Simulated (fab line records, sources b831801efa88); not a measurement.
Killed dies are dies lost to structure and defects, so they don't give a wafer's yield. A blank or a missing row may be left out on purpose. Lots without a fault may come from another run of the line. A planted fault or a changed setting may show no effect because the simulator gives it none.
Which tool did it? | flow sfq_line | 14 lots, 42 wafers sampled, at 5 steps of a route of 325

WHAT THE GAUGES READ, wafer by wafer
SFQ_M0_OVL_MEAS_906.
lot  | measured     | on         | M0_OVL (nm)
L668 | day 10 22:58 | overlay-02 | -5 -4 -9
L671 | day 11 06:10 | overlay-01 | -7 -5 -10
L672 | day 11 10:58 | overlay-02 | -1 -9 -4
L673 | day 11 13:22 | overlay-02 | -7 -8 -9
L674 | day 11 15:46 | overlay-02 | 0 -4 2
L675 | day 11 18:10 | overlay-01 | -1 1 4
L679 | day 12 15:46 | overlay-01 | -1 0 5
L681 | day 13 01:22 | overlay-02 | -7 -3 -1
L685 | day 13 21:19 | overlay-01 | -10 -12 -9
L686 | day 14 02:07 | overlay-01 | -1 1 4
L688 | day 20 15:01 | overlay-02 | -8 -2 -3
L689 | day 21 10:24 | overlay-01 | -5 -2 -8
L690 | day 21 15:13 | overlay-01 | -3 -4 -3
L691 | day 21 18:47 | overlay-02 | 1 -7 -4

SFQ_M3_RS_MEAS_919: measures by four-point-probe.
lot  | measured     | on            | M3_NB_RS (ohm/sq)
L668 | day 37 20:30 | film_metro-03 | 0.902 0.901 0.907
L671 | day 38 03:05 | film_metro-02 | 0.912 0.907 0.905
L672 | day 38 04:55 | film_metro-03 | 0.892 0.889 0.898
L673 | day 38 08:29 | film_metro-01 | 0.885 0.889 0.892
L674 | day 38 09:44 | film_metro-03 | 0.894 0.884 0.892
L675 | day 38 12:13 | film_metro-02 | 0.894 0.894 0.897
L679 | day 38 20:53 | film_metro-03 | 0.901 0.910 0.902
L681 | day 39 00:28 | film_metro-02 | 0.894 0.887 0.901
L685 | day 39 08:53 | film_metro-03 | 1.247 0.881 0.897
L686 | day 39 10:04 | film_metro-02 | 0.901 0.896 0.896
L688 | day 39 16:41 | film_metro-02 | 1.256 0.892 1.247
L689 | day 44 16:17 | film_metro-03 | 0.883 0.891 0.897
L690 | day 44 18:31 | film_metro-01 | 0.884 0.875 0.887
L691 | day 45 00:28 | film_metro-02 | 0.900 0.897 0.904

WHICH TOOL RAN EACH LOT (tool, then ch and the chambers of the sampled wafers, then the start)
lot  | SFQ_TRILAYER_L0_CAP_PECVD_011  | SFQ_TRILAYER_M2_DEP_SPUTTER_055 | SFQ_TRILAYER_M3_DEP_SPUTTER_073
L668 | pecvd-04 ch 1,2, day 3 22:46   | pvd_sputter-04, day 24 22:12    | pvd_sputter-05, day 37 20:23
L671 | pecvd-02 ch 0,1,2, day 4 01:52 | pvd_sputter-03, day 25 04:11    | pvd_sputter-05, day 38 02:59
L672 | pecvd-04 ch 0,2, day 4 02:52   | pvd_sputter-04, day 25 05:23    | pvd_sputter-06, day 38 04:47
L673 | pecvd-03 ch 1,2, day 4 04:46   | pvd_sputter-03, day 25 07:48    | pvd_sputter-03, day 38 08:23
L674 | pecvd-04 ch 0,1,2, day 4 05:16 | pvd_sputter-04, day 25 10:11    | pvd_sputter-05, day 38 09:35
L675 | pecvd-02 ch 0,1, day 4 06:38   | pvd_sputter-03, day 25 12:36    | pvd_sputter-06, day 38 12:01
L679 | pecvd-04 ch 1,2, day 4 12:28   | pvd_sputter-04, day 25 22:11    | pvd_sputter-05, day 38 20:47
L681 | pecvd-02 ch 0,1,2, day 4 17:16 | pvd_sputter-04, day 26 04:11    | pvd_sputter-03, day 39 00:23
L685 | pecvd-04 ch 1,2, day 8 11:25   | pvd_sputter-04, day 26 22:19    | pvd_sputter-05, day 39 08:47
L686 | pecvd-03 ch 0,2, day 8 17:14   | pvd_sputter-03, day 27 00:16    | pvd_sputter-06, day 39 09:59
L688 | pecvd-02 ch 0,1,2, day 9 04:40 | pvd_sputter-03, day 27 02:40    | pvd_sputter-05, day 39 16:34
L689 | pecvd-03 ch 0,1, day 9 13:46   | pvd_sputter-05, day 40 00:19    | pvd_sputter-05, day 44 16:11
L690 | pecvd-03 ch 0,1, day 9 20:16   | pvd_sputter-05, day 40 04:43    | pvd_sputter-06, day 44 18:23
L691 | pecvd-02 ch 0,1, day 10 02:16  | pvd_sputter-04, day 40 16:07    | pvd_sputter-06, day 45 00:23
- SFQ_TRILAYER_L0_CAP_PECVD_011: deposits SiO2 from SiH4/N2O, time 13.333 s, target thk 60 nm.
- SFQ_TRILAYER_M2_DEP_SPUTTER_055: material Nb, target thk 200 nm, time 133.3 s.
- SFQ_TRILAYER_M3_DEP_SPUTTER_073: material Nb, target thk 200 nm, time 133.3 s.

WHAT THE TOOLS THEMSELVES READ (means of the sampled wafers that have a number; where no wafer has one, the mark that the record gives instead)
SFQ_TRILAYER_L0_CAP_PECVD_011.
lot  | tool     | heater_power_w (W) | throttle_valve_pct (%)
L668 | pecvd-04 | 69                 | 25.7
L671 | pecvd-02 | 78                 | 23.6
L672 | pecvd-04 | 78                 | 25.9
L673 | pecvd-03 | 62                 | 25.0
L674 | pecvd-04 | 75                 | 25.5
L675 | pecvd-02 | 54                 | 24.0
L679 | pecvd-04 | 73                 | 25.1
L681 | pecvd-02 | 76                 | 23.7
L685 | pecvd-04 | 72                 | 25.3
L686 | pecvd-03 | 73                 | 24.3
L688 | pecvd-02 | 68                 | 23.8
L689 | pecvd-03 | 85                 | 25.5
L690 | pecvd-03 | 89                 | 24.7
L691 | pecvd-02 | 63                 | 24.1

SFQ_TRILAYER_M2_DEP_SPUTTER_055.
lot  | tool           | throttle_valve_pct (%)
L668 | pvd_sputter-04 | 31.0
L671 | pvd_sputter-03 | 29.2
L672 | pvd_sputter-04 | 31.2
L673 | pvd_sputter-03 | 29.5
L674 | pvd_sputter-04 | 31.0
L675 | pvd_sputter-03 | 29.9
L679 | pvd_sputter-04 | 31.3
L681 | pvd_sputter-04 | 30.9
L685 | pvd_sputter-04 | 31.4
L686 | pvd_sputter-03 | 29.7
L688 | pvd_sputter-03 | 29.0
L689 | pvd_sputter-05 | 29.3
L690 | pvd_sputter-05 | 29.1
L691 | pvd_sputter-04 | 31.0

SFQ_TRILAYER_M3_DEP_SPUTTER_073.
lot  | tool           | throttle_valve_pct (%)
L668 | pvd_sputter-05 | 28.9
L671 | pvd_sputter-05 | 29.0
L672 | pvd_sputter-06 | 29.0
L673 | pvd_sputter-03 | 29.4
L674 | pvd_sputter-05 | 29.3
L675 | pvd_sputter-06 | 29.0
L679 | pvd_sputter-05 | 28.9
L681 | pvd_sputter-03 | 30.4
L685 | pvd_sputter-05 | 29.4
L686 | pvd_sputter-06 | 29.3
L688 | pvd_sputter-05 | 30.4
L689 | pvd_sputter-05 | 29.3
L690 | pvd_sputter-06 | 28.9
L691 | pvd_sputter-06 | 29.2

THE ANSWER, worked out from the rows above alone
Rule: what is usual is taken from the lots themselves. Put in order of their means at a reading, lots are off if they are a third of the lots or fewer, leave a main group of 4 or more, and stand apart from it by a gap of 3 or more times the standard deviation of the main group's means; of several such gaps the widest counts. A main group whose means are all the same, to the digits that the tables above print for the reading, isn't used. A lot without any number at a reading at which 4 lots or more have one is off too. The other lots that the step has rows for count as sound. The gauges are gone through in route order, then the tools' own readings, and for those a lot's mean is taken as printed above. The first step at which some lot is off is used, and at that step the reading that is off furthest; a lot without a number counts as furthest.
Off: L685, L688, at SFQ_M3_RS_MEAS_919 (M3_NB_RS). The main group: mean 0.896 ohm/sq, standard deviation 0.0072.
A tool fits if, at a process step before that reading, it ran every lot that is off, and no sound lot after the first of them. The gauges at SFQ_M3_RS_MEAS_919 are tried like those tools. None of those tried fits.

WHAT THE SIMULATOR HAD PUT IN
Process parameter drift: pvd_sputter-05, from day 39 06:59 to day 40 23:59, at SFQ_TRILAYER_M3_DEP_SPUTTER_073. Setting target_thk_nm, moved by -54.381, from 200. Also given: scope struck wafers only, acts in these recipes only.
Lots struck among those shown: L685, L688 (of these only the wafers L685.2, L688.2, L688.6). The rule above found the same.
